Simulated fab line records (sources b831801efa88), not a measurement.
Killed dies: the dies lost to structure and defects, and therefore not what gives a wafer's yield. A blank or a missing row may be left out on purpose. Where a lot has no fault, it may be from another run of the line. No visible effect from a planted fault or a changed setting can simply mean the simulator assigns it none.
Matching of chambers + flow gf180mcu + 4 sister chambers for GF_V5_CMP_26 on cmp-01
The step polishes, stops on SiO2, t overpolish 15 s, target thk 0 nm. 4 wafers are shown with their chamber, then 10 later ones without.

EACH WAFER AND ITS CHAMBER
| wafer  | chamber | motor current A (A) |
|--------|---------|---------------------|
| L492.3 | 0       | 10.9                |
| L492.4 | 3       | 11.8                |
| L495.1 | 1       | 11.2                |
| L495.4 | 2       | 9.6                 |

WAFERS WITH NO CHAMBER GIVEN
| wafer  | motor current A (A) |
|--------|---------------------|
| L495.5 | 12.6                |
| L505.1 | 11.8                |
| L505.5 | 11.4                |
| L505.6 | 10.5                |
| L508.4 | 9.2                 |
| L508.5 | 11.1                |
| L508.6 | 11.8                |
| L509.1 | 11.6                |
| L509.4 | 10.7                |
| L509.5 | 11.4                |

WHICH CHAMBER EACH ONE RAN IN
| wafer  | from the rows above          | in truth |
|--------|------------------------------|----------|
| L495.5 | can't be placed: 3 or 1      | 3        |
| L505.1 | can't be placed: 3 or 1      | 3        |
| L505.5 | can't be placed: 1 or 3 or 0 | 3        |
| L505.6 | can't be placed: 0 or 1 or 2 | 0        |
| L508.4 | 2                            | 2        |
| L508.5 | can't be placed: 1 or 0 or 3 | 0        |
| L508.6 | can't be placed: 3 or 1      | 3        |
| L509.1 | can't be placed: 3 or 1 or 0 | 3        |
| L509.4 | can't be placed: 0 or 1      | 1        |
| L509.5 | can't be placed: 1 or 3 or 0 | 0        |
Correctly placed: 1 of 10. Can't be placed from these rows: 9 (the true chamber is among the candidates in 9). Placed wrongly: 0.
How it was worked out, from the rows above alone: a wafer's distance from a chamber is the root of the sum, over the readings, of the square of ((its reading less the chamber's mean) divided by the reading's scatter). The wafer belongs to the nearest chamber; if the next one is less than 2 further off, it can't be placed. A chamber's mean is the mean of its shown wafers. The scatter: with one shown wafer a chamber, the root of the mean of the squares of how far each hidden wafer lies from its nearest shown one.
